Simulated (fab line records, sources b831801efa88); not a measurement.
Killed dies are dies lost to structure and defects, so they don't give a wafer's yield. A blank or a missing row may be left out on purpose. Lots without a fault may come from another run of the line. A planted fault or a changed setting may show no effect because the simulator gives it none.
fab line records | flow sky130 | part 2 of 2: steps 30 to 41 of 41
record lots=5 wafers=15 last_day=49
route steps=708 shown SONOS_ONO@182 GATE_OXIDE@187 POLY_GATE@204 RES_PROTECT@206
lots that met no fault: from a run of the same line without faults
start_h: hours from the record's first day to the start of the lot's first wafer shown | wait_h: hours since the lot's step before | " the same as in the row above | L1.1+2: a row that stands for several wafers | - no value, or no start given | * or withheld: withheld | < > ~ a bound
route shown NAME@n: a module of which the file shows steps, and the number in the route of the first | usual: mean/standard deviation of fault-free wafers | same: alike in all rows | chamber/n: place in a boat | sites: the reading at each site | _std_site: their standard deviation | _edge_site: outer sites' mean less inner sites' | radius_mm: how far each site lies from the wafer's centre | mask NAME#n: copy n | behind: the tool/chamber that last shaped the wafer | hold: why the lot was held/for how many hours/how that ended | device: the transistor (n, p or np) that didn't switch | end of line: the same wafers' tests at the end of the route | a step without rows: its recipe alone | killed: dies lost to structure and defects at the first sort, not the wafer's yield | map: a wafer's dies, x killed, . not, _ none there
set.NAME: the setting as run; set.NAME@STEP: as run at that earlier step | model.NAME: the simulator's own value behind a step, which no gauge read
lots at some steps of the route; a table a step, a row a wafer
services: from which hour (start_h, from the record's first day; less than 0 if before it) a tool's chamber was out of use, for how many hours, and why
## steps
# step SKY_RES_PROTECT_PEB_05
# recipe temp_c=withheld time_s=* resist=NOVOLAK
# columns lot.wafer tool chamber start_h wait_h
L076.3+5+6 litho_track-03 0 - -
L081.2+4+5 litho_track-01 0 - -
L091.3+5+6 litho_track-03 0 - -
L093.1+4+5 litho_track-03 0 - -
L095.1+4+5 litho_track-04 0 - -
# step SKY_RES_PROTECT_DEVELOP_06
# recipe resist=NOVOLAK developer=TMAH develop_time_s=60 dev_temp_c=23
# usual developer_temp_C=22.98/0.11
# columns lot.wafer tool chamber start_h wait_h developer_temp_C
L076.3 litho_track-03 0 355.61 0.1 22.96
L076.5 " 0 " " 23.01
L076.6 " 0 " " 22.96
L081.2 litho_track-01 0 416.46 0.1 22.93
L081.4 " 0 " " 23.04
L081.5 " 0 " " 22.98
L091.3 litho_track-03 0 491.86 0.1 22.99
L091.5 " 0 " " 23.07
L091.6 " 0 " " 23.10
L093.1 litho_track-03 0 505.41 0.1 23.11
L093.4 " 0 " " 23.06
L093.5 " 0 " " 23.18
L095.1 litho_track-04 0 519.41 0.1 22.95
L095.4 " 0 " " 22.80
L095.5 " 0 " " 22.86
# step SKY_POLY_GATE_IMPLANT_02
# recipe species=P energy_kev=30 dose_cm2=7.7e+15 tilt_deg=0
# columns lot.wafer tool chamber start_h wait_h
L076.3+5+6 implanter-01 0 355.76 0.1
L081.2+4+5 implanter-01 0 416.61 0.1
L091.3+5+6 implanter-02 0 492.01 0.1
L093.1+4+5 implanter-02 0 505.56 0.1
L095.1+4+5 implanter-01 0 519.56 0.1
# step SKY_RES_PROTECT_STRIP_07
# recipe chemistry=O2/N2 power_w=1400 pressure_mtorr=1500 platen_temp_c=withheld o2_flow_sccm=3000 n2_flow_sccm=300 overash_fraction=0.5
# usual drypump_motor_current_A=5.7/0.34 oes_product_au=0.518/0.0042 strip_time_to_endpoint_s=23.33/0.048
# columns lot.wafer tool chamber start_h wait_h drypump_motor_current_A oes_product_au rf_hours_counter_h strip_time_to_endpoint_s
L076.3 plasma_asher-02 0 355.89 0.1 6.3 0.516 - 23.36
L076.5 " 0 " " 6.3 0.519 - 23.34
L076.6 " 1 " " 5.4 0.520 - 23.38
L081.2 plasma_asher-04 1 416.74 0.1 5.3 0.515 28 23.38
L081.4 " 0 " " 5.8 0.517 - 23.39
L081.5 " 0 " " 5.8 0.521 - 23.39
L091.3 plasma_asher-04 0 492.14 0.1 5.8 0.521 - 23.27
L091.5 " 1 " " 5.3 0.515 - 23.30
L091.6 " 0 " " 5.8 0.517 - 23.26
L093.1 plasma_asher-04 1 505.71 0.1 5.3 0.509 36 23.31
L093.4 " 0 " " 5.8 0.513 - 23.35
L093.5 " 0 " " 5.8 0.521 - 23.34
L095.1 plasma_asher-04 0 519.71 0.1 5.8 0.512 38 23.27
L095.4 " 0 " " 5.8 0.519 - 23.24
L095.5 " 1 " " 5.3 0.517 - 23.28
# step SKY_RES_PROTECT_TW_MEAS_08
# usual POLY_GATE_TW=4032/25
# columns lot.wafer tool chamber start_h wait_h POLY_GATE_TW
L076.3 film_metro-02 - 355.98 0.1 4014
L076.5 " - " " 4005
L076.6 " - " " 4024
L081.2 film_metro-03 - 416.85 0.1 4075
L081.4 " - " " 4059
L081.5 " - " " 4070
L091.3 film_metro-03 - 492.23 0.1 4027
L091.5 " - " " 4063
L091.6 " - " " 4041
L093.1 film_metro-01 - 505.81 0.1 4039
L093.4 " - " " 4048
L093.5 " - " " 4059
L095.1 film_metro-03 - 519.81 0.1 4022
L095.4 " - " " 4015
L095.5 " - " " 4040
# step SKY_RES_PROTECT_CLEAN_09
# recipe chemistry=SC1/SC2 mix=1:4:20 temp_c=70 time_s=150 dry=n2_spin
# columns lot.wafer tool chamber start_h wait_h
L076.3+5+6 wet_bench-03 3 356.02 0.0
L081.2+4+5 wet_bench-03 2 416.90 0.0
L091.3+5+6 wet_bench-04 2 492.27 0.0
L093.1+4+5 wet_bench-04 0 505.87 0.1
L095.1+4+5 wet_bench-01 2 519.87 0.1
# step SKY_POLY_GATE_CVD_03
# recipe material=Si3N4 precursor=DCS/NH3 target_thk_nm=75 temp_c=770 time_s=1290 pressure_mtorr=250
# usual spike_tc_centre_C=771.9/1 zone_power_centre_pct=13.16/0.19
# columns lot.wafer tool chamber start_h wait_h spike_tc_centre_C zone_power_centre_pct
L076.3 lpcvd-02 0 358.58 2.5 771.6 13.10
L076.5 " 0 " " 772.5 12.91
L076.6 " 0 " " 772.5 13.05
L081.2 lpcvd-02 1 417.00 0.0 769.9 13.30
L081.4 " 1 " " 772.3 13.16
L081.5 " 1 " " 770.4 13.07
L091.3 lpcvd-02 0 492.32 0.0 773.0 12.99
L091.5 " 0 " " 774.0 13.02
L091.6 " 0 " " 772.2 13.07
L093.1 lpcvd-02 1 506.90 1.0 771.2 13.54
L093.4 " 1 " " 771.3 13.41
L093.5 " 1 " " 770.4 13.22
L095.1 lpcvd-02 0 519.92 0.0 772.1 13.18
L095.4 " 0 " " 772.9 12.90
L095.5 " 0 " " 769.9 13.11
# step SKY_POLY_GATE_THK_MEAS_04
# recipe reads=Si3N4_of_POLY_GATE_CVD_03
# usual POLY_GATE_CVD_03_THK=74.7/0.63
# columns lot.wafer tool chamber start_h wait_h POLY_GATE_CVD_03_THK[nm]
L076.3 film_metro-02 - 360.63 0.0 74.0
L076.5 " - " " 74.4
L076.6 " - " " 74.3
L081.2 film_metro-04 - 418.36 0.0 74.0
L081.4 " - " " 74.2
L081.5 " - " " 73.3
L091.3 film_metro-01 - 493.70 0.0 75.5
L091.5 " - " " 75.2
L091.6 " - " " 74.9
L093.1 film_metro-02 - 508.26 0.0 74.4
L093.4 " - " " 74.5
L093.5 " - " " 74.7
L095.1 film_metro-01 - 521.28 0.0 74.8
L095.4 " - " " 74.2
L095.5 " - " " 74.1
# step SKY_POLY_GATE_DEHYDRATE_05
# recipe temp_c=200 time_s=60
# columns lot.wafer tool chamber start_h wait_h
L076.3+5+6 litho_track-03 0 374.26 13.6
L081.2+4+5 litho_track-04 0 433.04 14.7
L091.3+5+6 litho_track-03 0 508.46 14.7
L093.1+4+5 litho_track-03 0 522.46 14.2
L095.1+4+5 litho_track-02 0 536.05 14.8
# step SKY_POLY_GATE_HMDS_06
# recipe prime_time_s=60 prime_temp_c=120
# usual prime_temp_c=119.99/0.14
# columns lot.wafer tool chamber start_h wait_h prime_temp_c
L076.3 litho_track-03 0 374.41 0.1 120.00
L076.5 " 0 " " 120.17
L076.6 " 0 " " 120.00
L081.2 litho_track-04 0 433.19 0.1 120.17
L081.4 " 0 " " 120.14
L081.5 " 0 " " 120.06
L091.3 litho_track-03 0 508.61 0.1 120.16
L091.5 " 0 " " 120.06
L091.6 " 0 " " 119.75
L093.1 litho_track-03 0 522.61 0.1 120.01
L093.4 " 0 " " 120.32
L093.5 " 0 " " 120.17
L095.1 litho_track-02 0 536.20 0.1 119.75
L095.4 " 0 " " 120.00
L095.5 " 0 " " 120.16
# step SKY_POLY_GATE_COAT_07
# recipe resist=BARC temp_c=withheld time_s=withheld spin_rpm=3000 resist_thk_nm=110
# columns lot.wafer tool chamber start_h wait_h
L076.3+5+6 litho_track-03 0 374.56 0.1
L081.2+4+5 litho_track-04 0 433.34 0.1
L091.3+5+6 litho_track-03 0 508.76 0.1
L093.1+4+5 litho_track-03 0 522.76 0.1
L095.1+4+5 litho_track-02 0 536.35 0.1
# step SKY_POLY_GATE_COAT_08
# recipe resist=KrF-thick spin_rpm=3000 resist_thk_nm=450
# columns lot.wafer tool chamber start_h wait_h
L076.3+5+6 litho_track-03 0 - -
L081.2+4+5 litho_track-04 0 - -
L091.3+5+6 litho_track-03 0 - -
L093.1+4+5 litho_track-03 0 - -
L095.1+4+5 litho_track-02 0 - -
## services
# columns tool chamber start_h hours kind
implanter-02 - 277.56 1.3 repair
rie_diel-02 - 289.77 0.7 repair
rie_diel-02 - 291.31 2.8 pm
furnace-02 - 297.56 4.0 pm
implanter-02 - 299.41 13.4 pm
implanter-01 - 304.01 2.6 repair
implanter-02 - 312.76 3.0 pm
wet_bench-02 - 320.45 4.4 pm
furnace-02 - 337.46 4.8 pm
implanter-02 - 339.27 82.1 pm
wet_bench-03 - 344.19 3.5 repair
implanter-01 - 396.15 4.7 pm
plasma_asher-03 - 398.54 1.7 repair
wet_bench-04 - 404.15 1.3 repair
iline_stepper-01 - 427.84 3.4 repair
plasma_asher-04 - 431.73 14.6 pm
rie_diel-02 3 437.68 12.5 repair
plasma_asher-03 - 496.29 5.1 repair
iline_stepper-01 - 513.78 3.3 repair
iline_stepper-01 - 517.09 4.4 pm
furnace-02 - 518.85 4.4 pm
plasma_asher-04 - 528.25 2.8 pm
lpcvd-02 - 530.93 15.6 pm
plasma_asher-04 - 531.01 3.3 repair
